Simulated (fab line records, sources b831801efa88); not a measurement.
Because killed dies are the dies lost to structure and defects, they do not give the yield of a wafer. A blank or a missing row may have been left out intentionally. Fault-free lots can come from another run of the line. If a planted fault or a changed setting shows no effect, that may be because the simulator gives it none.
What tool caused it? || flow sky130 || 24 lots with 72 wafers sampled at 6 steps, on a route of 708 steps

WHAT THE GAUGES SHOWED, per wafer
SKY_METAL4_CD_MEAS_13 targets a cd of 300 nm. Usual: 299.9 nm for cd nm, sd 1.3.
{"lot": "L074", "measured": "day 41 17:05", "on": "cd sem-02", "cd nm (nm)": "300.4 301.8 299.8", "flag": ""}
{"lot": "L075", "measured": "day 42 02:23", "on": "cd sem-02", "cd nm (nm)": "299.6 299.0 299.0", "flag": ""}
{"lot": "L076", "measured": "day 43 03:13", "on": "cd sem-02", "cd nm (nm)": "300.8 299.6 300.7", "flag": ""}
{"lot": "L077", "measured": "day 43 04:17", "on": "cd sem-01", "cd nm (nm)": "298.9 299.2 299.8", "flag": ""}
{"lot": "L079", "measured": "day 43 09:13", "on": "cd sem-02", "cd nm (nm)": "296.3 296.1 296.7", "flag": ""}
{"lot": "L080", "measured": "day 43 10:40", "on": "cd sem-02", "cd nm (nm)": "299.1 297.9 297.9", "flag": ""}
{"lot": "L078", "measured": "day 43 10:10", "on": "cd sem-01", "cd nm (nm)": "299.7 299.4 300.4", "flag": ""}
{"lot": "L081", "measured": "day 43 12:59", "on": "cd sem-02", "cd nm (nm)": "301.8 301.0 301.1", "flag": ""}
{"lot": "L082", "measured": "day 44 04:50", "on": "cd sem-01", "cd nm (nm)": "298.0 298.5 298.6", "flag": ""}
{"lot": "L083", "measured": "day 44 08:19", "on": "cd sem-01", "cd nm (nm)": "301.3 300.1 300.8", "flag": ""}
{"lot": "L085", "measured": "day 44 15:53", "on": "cd sem-01", "cd nm (nm)": "301.0 301.6 300.6", "flag": ""}
{"lot": "L084", "measured": "day 44 17:02", "on": "cd sem-01", "cd nm (nm)": "300.4 300.4 300.3", "flag": ""}
{"lot": "L086", "measured": "day 45 04:56", "on": "cd sem-01", "cd nm (nm)": "298.4 297.7 298.0", "flag": ""}
{"lot": "L089", "measured": "day 46 06:46", "on": "cd sem-01", "cd nm (nm)": "300.1 299.9 300.3", "flag": ""}
{"lot": "L087", "measured": "day 46 08:28", "on": "cd sem-02", "cd nm (nm)": "296.8 297.8 297.8", "flag": ""}
{"lot": "L088", "measured": "day 46 09:30", "on": "cd sem-01", "cd nm (nm)": "301.1 301.2 300.9", "flag": ""}
{"lot": "L090", "measured": "day 46 09:56", "on": "cd sem-02", "cd nm (nm)": "301.3 300.7 300.6", "flag": ""}
{"lot": "L091", "measured": "day 46 10:13", "on": "cd sem-01", "cd nm (nm)": "299.7 299.5 299.2", "flag": ""}
{"lot": "L092", "measured": "day 46 12:43", "on": "cd sem-02", "cd nm (nm)": "300.2 299.5 300.2", "flag": ""}
{"lot": "L093", "measured": "day 46 13:25", "on": "cd sem-01", "cd nm (nm)": "300.9 300.1 302.0", "flag": ""}
{"lot": "L094", "measured": "day 47 01:14", "on": "cd sem-02", "cd nm (nm)": "301.7 301.2 300.9", "flag": ""}
{"lot": "L095", "measured": "day 47 05:44", "on": "cd sem-01", "cd nm (nm)": "300.9 300.5 301.5", "flag": ""}
{"lot": "L096", "measured": "day 47 09:43", "on": "cd sem-02", "cd nm (nm)": "300.0 299.1 298.6", "flag": ""}
{"lot": "L097", "measured": "day 47 12:32", "on": "cd sem-01", "cd nm (nm)": "299.8 300.5 299.0", "flag": ""}

SKY_METAL5_THK_MEAS_06: measures by xrf. Usual: for METAL5_ALCU_THK the level is 1141 nm and the standard deviation is 12.
{"lot": "L074", "measured": "day 42 19:11", "on": "film metro-04", "METAL5_ALCU_THK (nm)": "1112 1119 1119", "flag": ""}
{"lot": "L075", "measured": "day 43 04:40", "on": "film metro-04", "METAL5_ALCU_THK (nm)": "1126 1137 1132", "flag": ""}
{"lot": "L076", "measured": "day 44 05:01", "on": "film metro-03", "METAL5_ALCU_THK (nm)": "1143 1134 1137", "flag": ""}
{"lot": "L077", "measured": "day 44 06:08", "on": "film metro-04", "METAL5_ALCU_THK (nm)": "1147 1139 1137", "flag": ""}
{"lot": "L079", "measured": "day 44 10:24", "on": "film metro-04", "METAL5_ALCU_THK (nm)": "1133 1137 1138", "flag": ""}
{"lot": "L080", "measured": "day 44 13:30", "on": "film metro-04", "METAL5_ALCU_THK (nm)": "1132 1126 1130", "flag": ""}
{"lot": "L078", "measured": "day 44 11:05", "on": "film metro-01", "METAL5_ALCU_THK (nm)": "1141 1151 1140", "flag": ""}
{"lot": "L081", "measured": "day 44 15:11", "on": "film metro-04", "METAL5_ALCU_THK (nm)": "1133 1123 1128", "flag": ""}
{"lot": "L082", "measured": "day 45 05:19", "on": "film metro-04", "METAL5_ALCU_THK (nm)": "1143 1161 1145", "flag": ""}
{"lot": "L083", "measured": "day 45 08:41", "on": "film metro-03", "METAL5_ALCU_THK (nm)": "1134 1135 1134", "flag": ""}
{"lot": "L085", "measured": "day 45 15:42", "on": "film metro-01", "METAL5_ALCU_THK (nm)": "1126 1134 1139", "flag": ""}
{"lot": "L084", "measured": "day 45 17:01", "on": "film metro-01", "METAL5_ALCU_THK (nm)": "1154 1164 1163", "flag": ""}
{"lot": "L086", "measured": "day 46 05:04", "on": "film metro-04", "METAL5_ALCU_THK (nm)": "1144 1138 1135", "flag": ""}
{"lot": "L089", "measured": "day 47 08:09", "on": "film metro-01", "METAL5_ALCU_THK (nm)": "1171 1163 1142", "flag": ""}
{"lot": "L087", "measured": "day 47 09:38", "on": "film metro-01", "METAL5_ALCU_THK (nm)": "1126 1142 1144", "flag": ""}
{"lot": "L088", "measured": "day 47 10:34", "on": "film metro-04", "METAL5_ALCU_THK (nm)": "1124 1130 1130", "flag": ""}
{"lot": "L090", "measured": "day 47 11:09", "on": "film metro-04", "METAL5_ALCU_THK (nm)": "1132 1130 1135", "flag": ""}
{"lot": "L091", "measured": "day 47 12:04", "on": "film metro-01", "METAL5_ALCU_THK (nm)": "1145 1135 1147", "flag": ""}
{"lot": "L092", "measured": "day 47 13:34", "on": "film metro-01", "METAL5_ALCU_THK (nm)": "1148 1149 1137", "flag": ""}
{"lot": "L093", "measured": "day 47 13:20", "on": "film metro-04", "METAL5_ALCU_THK (nm)": "1128 1144 1129", "flag": ""}
{"lot": "L094", "measured": "day 47 22:33", "on": "film metro-04", "METAL5_ALCU_THK (nm)": "1153 1161 1136", "flag": ""}
{"lot": "L095", "measured": "day 48 04:14", "on": "film metro-01", "METAL5_ALCU_THK (nm)": "1166 1158 1175", "flag": ""}
{"lot": "L096", "measured": "day 48 09:41", "on": "film metro-01", "METAL5_ALCU_THK (nm)": "1148 1143 1156", "flag": ""}
{"lot": "L097", "measured": "day 48 11:02", "on": "film metro-03", "METAL5_ALCU_THK (nm)": "1127 1134 1156", "flag": ""}

SKY_PASSIVATION_THK_MEAS_01. Usual: for PASSIVATION_CVD_00_THK the level is 89.6 nm and the standard deviation is 1.1.
{"lot": "L074", "measured": "day 43 17:20", "on": "film metro-03", "PASSIVATION_CVD_00_THK (nm)": "88.7 90.2 90.3", "flag": ""}
{"lot": "L075", "measured": "day 44 03:48", "on": "film metro-02", "PASSIVATION_CVD_00_THK (nm)": "89.0 88.5 90.5", "flag": ""}
{"lot": "L076", "measured": "day 45 02:48", "on": "film metro-01", "PASSIVATION_CVD_00_THK (nm)": "88.3 88.7 89.6", "flag": ""}
{"lot": "L077", "measured": "day 45 04:42", "on": "film metro-03", "PASSIVATION_CVD_00_THK (nm)": "87.9 89.0 89.3", "flag": ""}
{"lot": "L079", "measured": "day 45 09:25", "on": "film metro-02", "PASSIVATION_CVD_00_THK (nm)": "88.8 88.9 91.0", "flag": ""}
{"lot": "L080", "measured": "day 45 11:20", "on": "film metro-03", "PASSIVATION_CVD_00_THK (nm)": "88.5 87.8 89.4", "flag": ""}
{"lot": "L078", "measured": "day 45 10:35", "on": "film metro-01", "PASSIVATION_CVD_00_THK (nm)": "90.6 89.6 91.3", "flag": ""}
{"lot": "L081", "measured": "day 45 12:59", "on": "film metro-03", "PASSIVATION_CVD_00_THK (nm)": "88.5 88.7 89.2", "flag": ""}
{"lot": "L082", "measured": "day 46 02:00", "on": "film metro-01", "PASSIVATION_CVD_00_THK (nm)": "88.7 90.8 90.4", "flag": ""}
{"lot": "L083", "measured": "day 46 06:12", "on": "film metro-02", "PASSIVATION_CVD_00_THK (nm)": "88.3 89.8 89.7", "flag": ""}
{"lot": "L085", "measured": "day 46 13:07", "on": "film metro-01", "PASSIVATION_CVD_00_THK (nm)": "90.2 90.1 90.3", "flag": ""}
{"lot": "L084", "measured": "day 46 14:11", "on": "film metro-02", "PASSIVATION_CVD_00_THK (nm)": "89.0 89.9 89.9", "flag": ""}
{"lot": "L086", "measured": "day 47 02:10", "on": "film metro-03", "PASSIVATION_CVD_00_THK (nm)": "87.0 88.8 90.0", "flag": ""}
{"lot": "L089", "measured": "day 48 03:44", "on": "film metro-01", "PASSIVATION_CVD_00_THK (nm)": "88.3 87.7 89.5", "flag": ""}
{"lot": "L087", "measured": "day 48 05:23", "on": "film metro-01", "PASSIVATION_CVD_00_THK (nm)": "88.9 88.8 90.3", "flag": ""}
{"lot": "L088", "measured": "day 48 06:06", "on": "film metro-01", "PASSIVATION_CVD_00_THK (nm)": "88.9 90.3 91.1", "flag": ""}
{"lot": "L090", "measured": "day 48 07:33", "on": "film metro-02", "PASSIVATION_CVD_00_THK (nm)": "89.5 89.4 92.0", "flag": ""}
{"lot": "L091", "measured": "day 48 08:34", "on": "film metro-02", "PASSIVATION_CVD_00_THK (nm)": "90.1 89.7 91.0", "flag": ""}
{"lot": "L092", "measured": "day 48 09:21", "on": "film metro-01", "PASSIVATION_CVD_00_THK (nm)": "89.6 90.9 91.0", "flag": ""}
{"lot": "L093", "measured": "day 48 09:12", "on": "film metro-02", "PASSIVATION_CVD_00_THK (nm)": "90.4 91.0 90.0", "flag": ""}
{"lot": "L094", "measured": "day 48 17:17", "on": "film metro-02", "PASSIVATION_CVD_00_THK (nm)": "88.8 89.2 89.9", "flag": ""}
{"lot": "L095", "measured": "day 48 23:00", "on": "film metro-03", "PASSIVATION_CVD_00_THK (nm)": "89.3 90.5 90.1", "flag": ""}
{"lot": "L096", "measured": "day 49 05:25", "on": "film metro-03", "PASSIVATION_CVD_00_THK (nm)": "90.8 90.8 91.1", "flag": ""}
{"lot": "L097", "measured": "day 49 06:23", "on": "film metro-02", "PASSIVATION_CVD_00_THK (nm)": "90.0 89.4 92.4", "flag": ""}

EACH LOT AND THE TOOL THAT RAN IT (in order: tool; ch and the chambers of the sampled wafers; start)
{"lot": "L074", "SKY_METAL1_SPUTTER_03": "pvd sputter-03, day 31 14:34", "SKY_VIA3_ETCH_15": "rie diel-02 ch 0,3, day 39 13:55", "SKY_VIA4_ETCH_12": "rie diel-01 ch 1,2, day 42 17:32"}
{"lot": "L075", "SKY_METAL1_SPUTTER_03": "pvd sputter-01, day 31 23:07", "SKY_VIA3_ETCH_15": "rie diel-01 ch 0,2,3, day 40 00:01", "SKY_VIA4_ETCH_12": "rie diel-01 ch 2,3, day 43 02:56"}
{"lot": "L076", "SKY_METAL1_SPUTTER_03": "pvd sputter-01, day 33 06:58", "SKY_VIA3_ETCH_15": "rie diel-02 ch 0,1,2, day 41 03:22", "SKY_VIA4_ETCH_12": "rie diel-04 ch 0,2,3, day 44 03:23"}
{"lot": "L077", "SKY_METAL1_SPUTTER_03": "pvd sputter-01, day 33 11:08", "SKY_VIA3_ETCH_15": "rie diel-01 ch 0,3, day 41 04:31", "SKY_VIA4_ETCH_12": "rie diel-03 ch 1,2,3, day 44 04:12"}
{"lot": "L079", "SKY_METAL1_SPUTTER_03": "pvd sputter-02, day 33 11:49", "SKY_VIA3_ETCH_15": "rie diel-03 ch 0,2,3, day 41 08:37", "SKY_VIA4_ETCH_12": "rie diel-03 ch 0,1,2, day 44 08:42"}
{"lot": "L080", "SKY_METAL1_SPUTTER_03": "pvd sputter-01, day 33 13:02", "SKY_VIA3_ETCH_15": "rie diel-01 ch 0,3, day 41 10:34", "SKY_VIA4_ETCH_12": "rie diel-01 ch 0,1,3, day 44 11:48"}
{"lot": "L078", "SKY_METAL1_SPUTTER_03": "pvd sputter-02, day 33 13:50", "SKY_VIA3_ETCH_15": "rie diel-02 ch 0,2,3, day 41 10:28", "SKY_VIA4_ETCH_12": "rie diel-04 ch 1,2,3, day 44 09:26"}
{"lot": "L081", "SKY_METAL1_SPUTTER_03": "pvd sputter-02, day 33 17:27", "SKY_VIA3_ETCH_15": "rie diel-02 ch 0,2,3, day 41 14:01", "SKY_VIA4_ETCH_12": "rie diel-01 ch 0,2,3, day 44 13:32"}
{"lot": "L082", "SKY_METAL1_SPUTTER_03": "pvd sputter-01, day 34 04:59", "SKY_VIA3_ETCH_15": "rie diel-01 ch 0,1,2, day 42 07:07", "SKY_VIA4_ETCH_12": "rie diel-03 ch 0,1, day 45 03:41"}
{"lot": "L083", "SKY_METAL1_SPUTTER_03": "pvd sputter-01, day 34 15:19", "SKY_VIA3_ETCH_15": "rie diel-02 ch 0,1, day 42 09:01", "SKY_VIA4_ETCH_12": "rie diel-03 ch 0,2,3, day 45 07:02"}
{"lot": "L085", "SKY_METAL1_SPUTTER_03": "pvd sputter-01, day 35 03:13", "SKY_VIA3_ETCH_15": "rie diel-03 ch 0,2,3, day 42 17:36", "SKY_VIA4_ETCH_12": "rie diel-01 ch 0,2,3, day 45 13:53"}
{"lot": "L084", "SKY_METAL1_SPUTTER_03": "pvd sputter-02, day 35 04:06", "SKY_VIA3_ETCH_15": "rie diel-01 ch 0,1,3, day 42 18:16", "SKY_VIA4_ETCH_12": "rie diel-03 ch 1,2, day 45 15:23"}
{"lot": "L086", "SKY_METAL1_SPUTTER_03": "pvd sputter-02, day 35 15:53", "SKY_VIA3_ETCH_15": "rie diel-02 ch 1,2,3, day 43 07:58", "SKY_VIA4_ETCH_12": "rie diel-03 ch 1,2,3, day 46 03:02"}
{"lot": "L089", "SKY_METAL1_SPUTTER_03": "pvd sputter-03, day 36 22:54", "SKY_VIA3_ETCH_15": "rie diel-01 ch 0,1,2, day 44 09:09", "SKY_VIA4_ETCH_12": "rie diel-04 ch 1,2,3, day 47 05:14"}
{"lot": "L087", "SKY_METAL1_SPUTTER_03": "pvd sputter-01, day 36 23:49", "SKY_VIA3_ETCH_15": "rie diel-03 ch 0,2,3, day 44 12:19", "SKY_VIA4_ETCH_12": "rie diel-04 ch 0,1,3, day 47 07:29"}
{"lot": "L088", "SKY_METAL1_SPUTTER_03": "pvd sputter-03, day 37 00:07", "SKY_VIA3_ETCH_15": "rie diel-02 ch 0,2,3, day 44 12:30", "SKY_VIA4_ETCH_12": "rie diel-01 ch 0,1,3, day 47 08:21"}
{"lot": "L090", "SKY_METAL1_SPUTTER_03": "pvd sputter-02, day 37 02:57", "SKY_VIA3_ETCH_15": "rie diel-03 ch 1,2,3, day 44 12:40", "SKY_VIA4_ETCH_12": "rie diel-04 ch 0,1,3, day 47 08:39"}
{"lot": "L091", "SKY_METAL1_SPUTTER_03": "pvd sputter-01, day 37 06:01", "SKY_VIA3_ETCH_15": "rie diel-03 ch 0,3, day 44 14:05", "SKY_VIA4_ETCH_12": "rie diel-03 ch 1,2, day 47 08:53"}
{"lot": "L092", "SKY_METAL1_SPUTTER_03": "pvd sputter-02, day 37 09:51", "SKY_VIA3_ETCH_15": "rie diel-02 ch 1,2, day 44 16:58", "SKY_VIA4_ETCH_12": "rie diel-01 ch 0,1,3, day 47 10:48"}
{"lot": "L093", "SKY_METAL1_SPUTTER_03": "pvd sputter-03, day 37 12:37", "SKY_VIA3_ETCH_15": "rie diel-03 ch 0,2, day 44 18:12", "SKY_VIA4_ETCH_12": "rie diel-03 ch 0,2,3, day 47 11:06"}
{"lot": "L094", "SKY_METAL1_SPUTTER_03": "pvd sputter-01, day 37 22:44", "SKY_VIA3_ETCH_15": "rie diel-03 ch 0,1,2, day 45 05:34", "SKY_VIA4_ETCH_12": "rie diel-04 ch 1,2, day 47 20:50"}
{"lot": "L095", "SKY_METAL1_SPUTTER_03": "pvd sputter-03, day 38 07:22", "SKY_VIA3_ETCH_15": "rie diel-03 ch 0,2, day 45 11:00", "SKY_VIA4_ETCH_12": "rie diel-01 ch 0,2, day 48 02:30"}
{"lot": "L096", "SKY_METAL1_SPUTTER_03": "pvd sputter-03, day 38 11:00", "SKY_VIA3_ETCH_15": "rie diel-03 ch 1,2,3, day 45 14:57", "SKY_VIA4_ETCH_12": "rie diel-03 ch 0,1,3, day 48 07:26"}
{"lot": "L097", "SKY_METAL1_SPUTTER_03": "pvd sputter-01, day 38 17:14", "SKY_VIA3_ETCH_15": "rie diel-01 ch 0,1,2, day 45 17:19", "SKY_VIA4_ETCH_12": "rie diel-01 ch 0,1,3, day 48 09:14"}
- SKY_METAL1_SPUTTER_03: material Ti, target thk 5 nm, time 3.3 s.
- SKY_VIA3_ETCH_15: etches SiO2 in C4F8/O2/Ar, stops on TiN, target depth 507 nm, time 78 s.
- SKY_VIA4_ETCH_12: etches SiO2 in C4F8/O2/Ar, stops on TiN, target depth 580 nm.

WHAT THE TOOLS THEMSELVES READ (means of the sampled wafers that have a number; where no wafer has one, the mark that the record gives instead)
SKY_METAL1_SPUTTER_03. Usual: chamber pressure pa 0.4002 Pa, standard deviation 0.00074; throttle valve pct 30.3 %, standard deviation 1.
{"lot": "L074", "tool": "pvd sputter-03", "chamber pressure pa (Pa)": 0.3998, "throttle valve pct (%)": 30.4, "flag": ""}
{"lot": "L075", "tool": "pvd sputter-01", "chamber pressure pa (Pa)": 0.3998, "throttle valve pct (%)": 29.7, "flag": ""}
{"lot": "L076", "tool": "pvd sputter-01", "chamber pressure pa (Pa)": 0.3993, "throttle valve pct (%)": 29.8, "flag": ""}
{"lot": "L077", "tool": "pvd sputter-01", "chamber pressure pa (Pa)": 0.4002, "throttle valve pct (%)": 29.8, "flag": ""}
{"lot": "L079", "tool": "pvd sputter-02", "chamber pressure pa (Pa)": 0.4004, "throttle valve pct (%)": 30.5, "flag": ""}
{"lot": "L080", "tool": "pvd sputter-01", "chamber pressure pa (Pa)": 0.3997, "throttle valve pct (%)": 30.6, "flag": ""}
{"lot": "L078", "tool": "pvd sputter-02", "chamber pressure pa (Pa)": 0.4007, "throttle valve pct (%)": 30.9, "flag": ""}
{"lot": "L081", "tool": "pvd sputter-02", "chamber pressure pa (Pa)": 0.4006, "throttle valve pct (%)": 31.4, "flag": ""}
{"lot": "L082", "tool": "pvd sputter-01", "chamber pressure pa (Pa)": 0.4001, "throttle valve pct (%)": 29.1, "flag": ""}
{"lot": "L083", "tool": "pvd sputter-01", "chamber pressure pa (Pa)": 0.4006, "throttle valve pct (%)": 29.4, "flag": ""}
{"lot": "L085", "tool": "pvd sputter-01", "chamber pressure pa (Pa)": 0.4000, "throttle valve pct (%)": 29.9, "flag": ""}
{"lot": "L084", "tool": "pvd sputter-02", "chamber pressure pa (Pa)": 0.3999, "throttle valve pct (%)": 30.7, "flag": ""}
{"lot": "L086", "tool": "pvd sputter-02", "chamber pressure pa (Pa)": 0.4003, "throttle valve pct (%)": 30.8, "flag": ""}
{"lot": "L089", "tool": "pvd sputter-03", "chamber pressure pa (Pa)": 0.4002, "throttle valve pct (%)": 30.0, "flag": ""}
{"lot": "L087", "tool": "pvd sputter-01", "chamber pressure pa (Pa)": 0.3999, "throttle valve pct (%)": 29.8, "flag": ""}
{"lot": "L088", "tool": "pvd sputter-03", "chamber pressure pa (Pa)": 0.4005, "throttle valve pct (%)": 30.4, "flag": ""}
{"lot": "L090", "tool": "pvd sputter-02", "chamber pressure pa (Pa)": 0.4008, "throttle valve pct (%)": 30.6, "flag": ""}
{"lot": "L091", "tool": "pvd sputter-01", "chamber pressure pa (Pa)": 0.4005, "throttle valve pct (%)": 30.6, "flag": ""}
{"lot": "L092", "tool": "pvd sputter-02", "chamber pressure pa (Pa)": 0.4001, "throttle valve pct (%)": 30.7, "flag": ""}
{"lot": "L093", "tool": "pvd sputter-03", "chamber pressure pa (Pa)": 0.3997, "throttle valve pct (%)": 30.0, "flag": ""}
{"lot": "L094", "tool": "pvd sputter-01", "chamber pressure pa (Pa)": 0.4004, "throttle valve pct (%)": 29.6, "flag": ""}
{"lot": "L095", "tool": "pvd sputter-03", "chamber pressure pa (Pa)": 0.3997, "throttle valve pct (%)": 30.4, "flag": ""}
{"lot": "L096", "tool": "pvd sputter-03", "chamber pressure pa (Pa)": 0.4010, "throttle valve pct (%)": 31.0, "flag": ""}
{"lot": "L097", "tool": "pvd sputter-01", "chamber pressure pa (Pa)": 0.3998, "throttle valve pct (%)": 30.0, "flag": ""}

SKY_VIA3_ETCH_15. Usual: 0.946 a.u. for oes product au, sd 0.0046.
{"lot": "L074", "tool": "rie diel-02", "oes product au (a.u.)": 0.948, "flag": ""}
{"lot": "L075", "tool": "rie diel-01", "oes product au (a.u.)": 0.949, "flag": ""}
{"lot": "L076", "tool": "rie diel-02", "oes product au (a.u.)": 0.944, "flag": ""}
{"lot": "L077", "tool": "rie diel-01", "oes product au (a.u.)": 0.950, "flag": ""}
{"lot": "L079", "tool": "rie diel-03", "oes product au (a.u.)": 0.951, "flag": ""}
{"lot": "L080", "tool": "rie diel-01", "oes product au (a.u.)": 0.944, "flag": ""}
{"lot": "L078", "tool": "rie diel-02", "oes product au (a.u.)": 0.949, "flag": ""}
{"lot": "L081", "tool": "rie diel-02", "oes product au (a.u.)": 0.944, "flag": ""}
{"lot": "L082", "tool": "rie diel-01", "oes product au (a.u.)": 0.944, "flag": ""}
{"lot": "L083", "tool": "rie diel-02", "oes product au (a.u.)": 0.942, "flag": ""}
{"lot": "L085", "tool": "rie diel-03", "oes product au (a.u.)": 0.948, "flag": ""}
{"lot": "L084", "tool": "rie diel-01", "oes product au (a.u.)": 0.945, "flag": ""}
{"lot": "L086", "tool": "rie diel-02", "oes product au (a.u.)": 0.942, "flag": ""}
{"lot": "L089", "tool": "rie diel-01", "oes product au (a.u.)": 0.944, "flag": ""}
{"lot": "L087", "tool": "rie diel-03", "oes product au (a.u.)": 0.954, "flag": ""}
{"lot": "L088", "tool": "rie diel-02", "oes product au (a.u.)": 0.943, "flag": ""}
{"lot": "L090", "tool": "rie diel-03", "oes product au (a.u.)": 0.946, "flag": ""}
{"lot": "L091", "tool": "rie diel-03", "oes product au (a.u.)": 0.943, "flag": ""}
{"lot": "L092", "tool": "rie diel-02", "oes product au (a.u.)": 0.946, "flag": ""}
{"lot": "L093", "tool": "rie diel-03", "oes product au (a.u.)": 0.948, "flag": ""}
{"lot": "L094", "tool": "rie diel-03", "oes product au (a.u.)": 0.945, "flag": ""}
{"lot": "L095", "tool": "rie diel-03", "oes product au (a.u.)": 0.950, "flag": ""}
{"lot": "L096", "tool": "rie diel-03", "oes product au (a.u.)": 0.943, "flag": ""}
{"lot": "L097", "tool": "rie diel-01", "oes product au (a.u.)": 0.946, "flag": ""}

SKY_VIA4_ETCH_12. Usual: 0.926 a.u. for oes product au, sd 0.0045.
{"lot": "L074", "tool": "rie diel-01", "oes product au (a.u.)": 0.927, "flag": ""}
{"lot": "L075", "tool": "rie diel-01", "oes product au (a.u.)": 0.928, "flag": ""}
{"lot": "L076", "tool": "rie diel-04", "oes product au (a.u.)": 0.929, "flag": ""}
{"lot": "L077", "tool": "rie diel-03", "oes product au (a.u.)": 0.921, "flag": ""}
{"lot": "L079", "tool": "rie diel-03", "oes product au (a.u.)": 0.928, "flag": ""}
{"lot": "L080", "tool": "rie diel-01", "oes product au (a.u.)": 0.924, "flag": ""}
{"lot": "L078", "tool": "rie diel-04", "oes product au (a.u.)": 0.928, "flag": ""}
{"lot": "L081", "tool": "rie diel-01", "oes product au (a.u.)": 0.928, "flag": ""}
{"lot": "L082", "tool": "rie diel-03", "oes product au (a.u.)": 0.929, "flag": ""}
{"lot": "L083", "tool": "rie diel-03", "oes product au (a.u.)": 0.929, "flag": ""}
{"lot": "L085", "tool": "rie diel-01", "oes product au (a.u.)": 0.923, "flag": ""}
{"lot": "L084", "tool": "rie diel-03", "oes product au (a.u.)": 0.926, "flag": ""}
{"lot": "L086", "tool": "rie diel-03", "oes product au (a.u.)": 0.929, "flag": ""}
{"lot": "L089", "tool": "rie diel-04", "oes product au (a.u.)": 0.925, "flag": ""}
{"lot": "L087", "tool": "rie diel-04", "oes product au (a.u.)": 0.927, "flag": ""}
{"lot": "L088", "tool": "rie diel-01", "oes product au (a.u.)": 0.929, "flag": ""}
{"lot": "L090", "tool": "rie diel-04", "oes product au (a.u.)": 0.931, "flag": ""}
{"lot": "L091", "tool": "rie diel-03", "oes product au (a.u.)": 0.926, "flag": ""}
{"lot": "L092", "tool": "rie diel-01", "oes product au (a.u.)": 0.924, "flag": ""}
{"lot": "L093", "tool": "rie diel-03", "oes product au (a.u.)": 0.925, "flag": ""}
{"lot": "L094", "tool": "rie diel-04", "oes product au (a.u.)": 0.924, "flag": ""}
{"lot": "L095", "tool": "rie diel-01", "oes product au (a.u.)": 0.923, "flag": ""}
{"lot": "L096", "tool": "rie diel-03", "oes product au (a.u.)": 0.921, "flag": ""}
{"lot": "L097", "tool": "rie diel-01", "oes product au (a.u.)": 0.927, "flag": ""}

THE ANSWER, worked out from the rows above alone
Rule: lot off if the mean of its wafers having a number is beyond 3 standard deviations from the usual mean. Also off: a lot with no number at a reading for which 4 or more lots have one. All remaining lots with rows at the step are treated as sound. Order of review: gauges by route order, followed by the tools' own readings, for which a lot's mean as printed above is used. The first step at which some lot is off is used, and at that step the reading that is off furthest; a lot without a number counts as furthest.
No lot is off at any reading shown: from this, nothing can be told.

WHAT WAS PUT IN BY THE SIMULATOR
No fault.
